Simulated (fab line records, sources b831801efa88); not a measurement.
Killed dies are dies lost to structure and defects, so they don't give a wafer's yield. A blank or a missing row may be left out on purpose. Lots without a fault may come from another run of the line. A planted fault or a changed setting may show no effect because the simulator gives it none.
Which tool did it? | flow sky130 | 6 lots, 18 wafers sampled, at 2 steps of a route of 708

WHAT THE GAUGES READ, wafer by wafer
SKY_NWELL_RS_MEAS_29: measures by four-point-probe.
lot  | measured     | on            | NWELL_RS (ohm/sq)
L211 | day 5 23:29  | film_metro-04 | 622.9 622.9 621.7
L217 | day 7 13:54  | film_metro-04 | 627.0 626.6 625.4
L220 | day 8 08:26  | film_metro-03 | 620.3 619.0 618.6
L227 | day 10 06:11 | film_metro-04 | 624.2 623.1 622.4
L229 | day 10 20:20 | film_metro-04 | 625.1 625.7 625.4
L231 | day 11 06:14 | film_metro-04 | 624.2 624.0 625.0

WHICH TOOL RAN EACH LOT (tool, then ch and the chambers of the sampled wafers, then the start)
lot  | SKY_NWELL_IMPLANT_11
L211 | implanter-01 ch 0, day 5 04:41
L217 | implanter-02 ch 0, day 6 17:35
L220 | implanter-01 ch 0, day 7 11:34
L227 | implanter-02 ch 0, day 9 06:59
L229 | implanter-02 ch 0, day 9 20:11
L231 | implanter-04 ch 0, day 10 05:52
- SKY_NWELL_IMPLANT_11

THE ANSWER, worked out from the rows above alone
Rule: what is usual is taken from the lots themselves. Put in order of their means at a reading, lots are off if they are a third of the lots or fewer, leave a main group of 4 or more, and stand apart from it by a gap of 3 or more times the standard deviation of the main group's means; of several such gaps the widest counts. A main group whose means are all the same, to the digits that the tables above print for the reading, isn't used. A lot without any number at a reading at which 4 lots or more have one is off too. The other lots that the step has rows for count as sound.
No lot is off at any reading shown: from this, nothing can be told.

WHAT THE SIMULATOR HAD PUT IN
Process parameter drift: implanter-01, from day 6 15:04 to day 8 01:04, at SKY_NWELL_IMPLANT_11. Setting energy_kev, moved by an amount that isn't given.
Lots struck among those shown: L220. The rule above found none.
